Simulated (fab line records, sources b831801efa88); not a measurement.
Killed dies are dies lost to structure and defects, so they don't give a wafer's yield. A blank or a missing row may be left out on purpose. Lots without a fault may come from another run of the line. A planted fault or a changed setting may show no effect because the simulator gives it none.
Chamber matching | flow sky130 | SKY_VIA4_CMP_21 on cmp-01: 4 sister chambers
The step polishes, stops on SiO2, t overpolish 25 s, target thk 0 nm. 4 wafers are shown with their chamber, then 12 later ones without.

WAFERS WITH THEIR CHAMBER
wafer  | chamber | motor_current_A (A)
L094.1 | 3       | 9.8
L094.5 | 2       | 9.6
L096.1 | 0       | 9.5
L096.6 | 1       | 11.3

WAFERS WITHOUT THEIR CHAMBER
wafer  | motor_current_A (A)
L096.3 | 9.8
L096.4 | 9.7
L096.5 | 9.6
L095.1 | 11.0
L095.3 | 9.6
L095.6 | 9.5
L095.2 | 9.4
L095.4 | 9.5
L095.5 | 11.1
L097.1 | 10.2
L097.3 | 9.5
L097.5 | 9.5

WHICH CHAMBER EACH WENT THROUGH
wafer  | from the rows above          | in truth
L096.3 | can't be placed: 3 or 2 or 0 | 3
L096.4 | can't be placed: 2 or 3 or 0 | 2
L096.5 | can't be placed: 2 or 0 or 3 | 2
L095.1 | 1                            | 1
L095.3 | can't be placed: 2 or 0 or 3 | 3
L095.6 | can't be placed: 0 or 2 or 3 | 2
L095.2 | can't be placed: 0 or 2 or 3 | 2
L095.4 | can't be placed: 0 or 2 or 3 | 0
L095.5 | 1                            | 1
L097.1 | can't be placed: 3 or 2 or 0 | 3
L097.3 | can't be placed: 0 or 2 or 3 | 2
L097.5 | can't be placed: 0 or 2 or 3 | 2
Placed correctly: 2 of 12. Can't be placed from these rows: 10 (the true chamber is among the candidates in 10). Placed wrongly: 0.
How it was worked out, from the rows above alone: a wafer's distance from a chamber is the root of the sum, over the readings, of the square of ((its reading less the chamber's mean) divided by the reading's scatter). The wafer belongs to the nearest chamber; if the next one is less than 2 further off, it can't be placed. A chamber's mean is the mean of its shown wafers. The scatter: with one shown wafer a chamber, the root of the mean of the squares of how far each hidden wafer lies from its nearest shown one.
